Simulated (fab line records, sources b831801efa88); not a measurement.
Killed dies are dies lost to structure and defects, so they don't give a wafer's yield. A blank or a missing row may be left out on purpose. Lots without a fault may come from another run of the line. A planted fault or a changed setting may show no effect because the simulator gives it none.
Tool commonality check | flow gf180mcu | 13 lots, 39 wafers sampled

WHY IT WAS OPENED
At GF_HV_LDD_CD_MEAS_46 the reading cd_nm is flagged on 2 of 13 lots. Wafers without a fault read 399.8 nm, standard deviation 2.9.
Rule: a lot is flagged when every wafer of it that has a number lies more than 4 standard deviations from that mean, or none has a number. The other lots count as sound.

lot  | measured     | on        | cd_nm (nm), wafer by wafer | flag
L552 | day 12 06:52 | cd_sem-02 | 398.7 397.1 395.5          |
L553 | day 12 14:12 | cd_sem-01 | 400.2 401.5 399.3          |
L555 | day 13 14:00 | cd_sem-01 | 406.3 407.7 406.1          |
L556 | day 13 21:24 | cd_sem-01 | 401.2 398.6 402.0          |
L557 | day 14 05:41 | cd_sem-02 | 405.9 404.5 405.1          |
L558 | day 14 09:53 | cd_sem-02 | 401.1 403.1 402.5          |
L559 | day 14 17:46 | cd_sem-01 | 398.6 399.7 397.4          |
L560 | day 15 03:31 | cd_sem-01 | 402.3 401.7 399.1          |
L567 | day 17 11:10 | cd_sem-01 | 291.4 292.4 291.7          | FLAGGED
L570 | day 18 10:27 | cd_sem-01 | 293.8 294.4 292.3          | FLAGGED
L571 | day 18 17:58 | cd_sem-01 | 398.6 397.9 400.1          |
L572 | day 19 07:12 | cd_sem-01 | 399.0 398.7 400.2          |
L574 | day 19 21:44 | cd_sem-01 | 398.7 398.2 396.9          |
The numbers of the flagged lots are 292.7 nm on average: -107.1 nm against the usual, or -37 standard deviations.

WHICH TOOL RAN EACH LOT
The record holds 1 process step before the reading, out of a route of 602 steps. In each cell: the tool, then ch and the chambers that the sampled wafers went through, then the start.
lot  | flag    | GF_HV_LDD_EXPOSE_43
L552 |         | iline_stepper-01 ch 0, day 11 21:44
L553 |         | iline_stepper-02 ch 0, day 12 05:13
L555 |         | iline_stepper-01 ch 0, day 13 04:54
L556 |         | iline_stepper-01 ch 0, day 13 11:23
L557 |         | iline_stepper-01 ch 0, day 13 19:30
L558 |         | iline_stepper-01 ch 0, day 14 00:13
L559 |         | iline_stepper-01 ch 0, day 14 07:04
L560 |         | iline_stepper-02 ch 0, day 14 17:07
L567 | FLAGGED | iline_stepper-01 ch 0, day 17 00:07
L570 | FLAGGED | iline_stepper-01 ch 0, day 17 23:13
L571 |         | iline_stepper-02 ch 0, day 18 06:01
L572 |         | iline_stepper-02 ch 0, day 18 19:32
L574 |         | iline_stepper-02 ch 0, day 19 09:37
What these steps do:
- GF_HV_LDD_EXPOSE_43: exposes mask Pplus HV AREA, target cd 400 nm.
- GF_HV_LDD_CD_MEAS_46: target cd 400 nm.

FLAGGED OVER TOTAL, TOOL BY TOOL (the gauges that took the reading come last)
step                 | tool             | lots run | flagged | share of the flagged lots | sound lots run after its first flagged lot
GF_HV_LDD_EXPOSE_43  | iline_stepper-01 | 8        | 2       | all                       | 0
GF_HV_LDD_EXPOSE_43  | iline_stepper-02 | 5        | 0       | none                      | -
GF_HV_LDD_CD_MEAS_46 | cd_sem-01        | 10       | 2       | all                       | 3 (L571,L572,L574)
GF_HV_LDD_CD_MEAS_46 | cd_sem-02        | 3        | 0       | none                      | -

WHAT THE TABLE ALLOWS
2 rows of the table ran every flagged lot: iline_stepper-01 at GF_HV_LDD_EXPOSE_43, cd_sem-01 at GF_HV_LDD_CD_MEAS_46.
- iline_stepper-01 at GF_HV_LDD_EXPOSE_43: 2 of its 8 lots flagged. Its last sound lot is L559 (day 14 07:04), its first flagged lot L567 (day 17 00:07): a fault that began between those two fits. Its own readings lie more than 4 standard deviations out on every wafer of the flagged lots: exposure_dose_mJ_cm2.
- cd_sem-01 at GF_HV_LDD_CD_MEAS_46: 2 of its 10 lots flagged. Sound lots ran on it after the first flagged one (L571, L572, L574), which a lasting fault on the whole tool wouldn't allow.
One tool is left: iline_stepper-01 at GF_HV_LDD_EXPOSE_43.

WHAT THE SIMULATOR HAD PUT IN
Process parameter drift: iline_stepper-01, from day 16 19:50 on, at GF_HV_LDD_EXPOSE_43. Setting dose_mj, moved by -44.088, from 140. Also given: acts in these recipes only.
Lots struck among those shown: L567, L570. The rule above found the same.
